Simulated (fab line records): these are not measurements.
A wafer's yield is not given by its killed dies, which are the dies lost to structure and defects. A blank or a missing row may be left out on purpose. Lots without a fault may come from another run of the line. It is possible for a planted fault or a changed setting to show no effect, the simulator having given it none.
2 desks looking at one fault -- flow sky130 -- what lay behind the numbers comes last; until then each desk has only its own

THE TOOL OWNER'S DESK: pecvd-02
The tool's own readings at SKY_CONTACT_CVD_00 (deposits Si3N4, target thk 75 nm): means of the sampled wafers that have a number, for each lot that ran on this tool. The brackets show how far a lot's mean lies from the usual mean; more than 4 standard deviations puts the lot out of limits, marked OUT.
Columns: A = heater-power-w at SKY_CONTACT_CVD_00, usual 739 W
lot,first seen here,A
L824,day 31 09:31,765
L828,day 33 01:01,736
L832,day 34 13:38,764
L838,day 36 09:55,805
L842,day 37 13:23,839
Finding of this desk: none of the 5 lots has anything out of limits.

AT THE METROLOGY DESK
What the gauges read for every lot (on any tool): the sampled wafers with a number, averaged. The brackets show how far a lot's mean lies from the usual mean; more than 4 standard deviations puts the lot out of limits, marked OUT.
Columns: A = CONTACT_CVD_00_THK at SKY_CONTACT_THK_MEAS_01, usual 74.5 nm; B = cd-nm at SKY_METAL1_CD_MEAS_15, usual 140.2 nm
lot,first seen here,A,B
L824,day 31 09:34,74.0,139.4
L828,day 33 01:04,75.3,139.9
L830,day 33 16:37,73.7,141.3
L832,day 34 13:40,74.4,139.2
L835,day 35 14:47,74.0,140.8
L837,day 36 07:49,74.5,138.1
L838,day 36 09:57,87.7 (+12) OUT,139.4
L840,day 36 13:55,73.7,137.1
L843,day 37 12:43,75.1,140.1
L842,day 37 13:26,87.7 (+12) OUT,141.4
L844,day 37 18:07,74.7,140.8
Finding of this desk: L838, L842 out of limits, first seen on L838 at day 36 09:57 (CONTACT_CVD_00_THK at SKY_CONTACT_THK_MEAS_01). Within limits: L824, L828, L830, L832, L835, L837, L840, L843, L844.

BROUGHT TOGETHER
L838, L842 would have let the metrology desk raise an alarm at day 36 09:57.
The desk of the tool owner found nothing out of limits.
On record at the tool owner's desk: L838, L842, within its limits.
All the named lots went through SKY_CONTACT_CVD_00 on pecvd-02.

WHAT HAD BEEN PUT IN BY THE SIMULATOR
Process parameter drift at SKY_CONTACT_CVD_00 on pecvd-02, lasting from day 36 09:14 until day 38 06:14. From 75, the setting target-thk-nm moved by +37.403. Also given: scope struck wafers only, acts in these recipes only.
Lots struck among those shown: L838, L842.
Per desk, hours elapsed from the start of the fault to the first reading out of limits: for the metrology desk, 1.
